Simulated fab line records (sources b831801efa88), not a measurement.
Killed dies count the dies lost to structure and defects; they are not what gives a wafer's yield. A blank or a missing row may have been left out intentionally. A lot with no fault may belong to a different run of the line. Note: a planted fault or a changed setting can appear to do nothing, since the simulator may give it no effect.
Which of the tools did it? + flow gf180mcu + 42 wafers from 14 lots sampled at 2 of the route's 602 steps

== WHAT THE GAUGES SHOWED, per wafer ==
GF_CONTACT_BOW_MEAS_05.
| lot  | measured     | on            | CONTACT_BOW (um) |
|------|--------------|---------------|------------------|
| L214 | day 14 22:33 | film_metro-03 | 60 57 64         |
| L216 | day 15 12:11 | film_metro-03 | 61 48 66         |
| L217 | day 16 04:20 | film_metro-02 | 70 70 68         |
| L221 | day 17 14:32 | film_metro-03 | 62 63 59         |
| L229 | day 21 03:58 | film_metro-02 | 58 60 62         |
| L230 | day 21 10:03 | film_metro-03 | 61 66 72         |
| L232 | day 21 22:36 | film_metro-02 | 52 59 58         |
| L234 | day 22 09:13 | film_metro-03 | 61 79 70         |
| L233 | day 22 08:04 | film_metro-03 | 66 68 73         |
| L235 | day 23 00:52 | film_metro-01 | 65 47 61         |
| L236 | day 23 04:00 | film_metro-01 | 61 72 67         |
| L237 | day 23 11:05 | film_metro-03 | 50 74 62         |

== WHAT TOOL EACH LOT RAN ON (gives the tool, then ch and the chambers of the sampled wafers, and finally the start) ==
| lot  | GF_VT_IMPLANT_EXPOSE_04             |
|------|-------------------------------------|
| L214 | iline_stepper-01 ch 0, day 5 08:20  |
| L216 | iline_stepper-01 ch 0, day 5 17:22  |
| L217 | iline_stepper-02 ch 0, day 6 04:00  |
| L219 | iline_stepper-01, day 6 22:02       |
| L220 | iline_stepper-01, day 6 22:29       |
| L221 | iline_stepper-01 ch 0, day 6 23:03  |
| L229 | iline_stepper-02 ch 0, day 9 12:45  |
| L230 | iline_stepper-02 ch 0, day 9 14:43  |
| L232 | iline_stepper-01 ch 0, day 10 03:38 |
| L234 | iline_stepper-01 ch 0, day 10 08:43 |
| L233 | iline_stepper-02 ch 0, day 10 10:19 |
| L235 | iline_stepper-02 ch 0, day 10 22:46 |
| L236 | iline_stepper-01 ch 0, day 11 00:04 |
| L237 | iline_stepper-02 ch 0, day 11 06:07 |
- GF_VT_IMPLANT_EXPOSE_04: exposes mask LVPWELL LV AREA, target cd 600 nm.

== AS READ BY THE TOOLS THEMSELVES (means over the sampled wafers that have a number; for cases with no such wafer, the mark the record gives instead) ==
GF_VT_IMPLANT_EXPOSE_04.
| lot  | tool             | exposure_dose_mJ_cm2 | focus_offset_nm (nm) |
|------|------------------|----------------------|----------------------|
| L214 | iline_stepper-01 | 139.93               | 0.5                  |
| L216 | iline_stepper-01 | 140.00               | 0.0                  |
| L217 | iline_stepper-02 | 140.12               | -0.1                 |
| L219 | iline_stepper-01 | -                    | -                    |
| L220 | iline_stepper-01 | -                    | -                    |
| L221 | iline_stepper-01 | 140.02               | -0.3                 |
| L229 | iline_stepper-02 | 140.09               | 0.1                  |
| L230 | iline_stepper-02 | 139.95               | 0.3                  |
| L232 | iline_stepper-01 | 140.12               | 0.1                  |
| L234 | iline_stepper-01 | 139.88               | 0.0                  |
| L233 | iline_stepper-02 | 140.18               | 0.0                  |
| L235 | iline_stepper-02 | 139.92               | 0.7                  |
| L236 | iline_stepper-01 | 140.08               | -0.3                 |
| L237 | iline_stepper-02 | 140.04               | -0.3                 |

== THE ANSWER, worked out from the rows above alone ==
Rule: usual is defined by the lots themselves. The widest of any qualifying gaps counts: lots, ordered by their means at a reading, are off when they make up no more than a third of the lots, leave a main group of 4 or more, and stand apart from it by 3 or more times the standard deviation of that group's means. The tables above print the reading to a certain number of digits; a main group whose means all agree to those digits is not used. A lot without any number at a reading at which 4 lots or more have one is off too. Any other lot the step has rows for is counted as sound. After the gauges, taken in route order, come the tools' own readings; for these a lot's mean is taken, as printed above. The first step at which some lot is off is used, and at that step the reading that is off furthest; a lot without a number counts as furthest.
Off: L219, L220 (GF_VT_IMPLANT_EXPOSE_04, exposure_dose_mJ_cm2). Without a number there: L219, L220. The main group has a mean of 140.03 with a standard deviation of 0.09.
If a tool, at that step or one of the process steps before it, ran each lot that is off and ran no sound lot following the first of them, it fits. No candidate that was tried fits.

== WHAT THE SIMULATOR PUT IN ==
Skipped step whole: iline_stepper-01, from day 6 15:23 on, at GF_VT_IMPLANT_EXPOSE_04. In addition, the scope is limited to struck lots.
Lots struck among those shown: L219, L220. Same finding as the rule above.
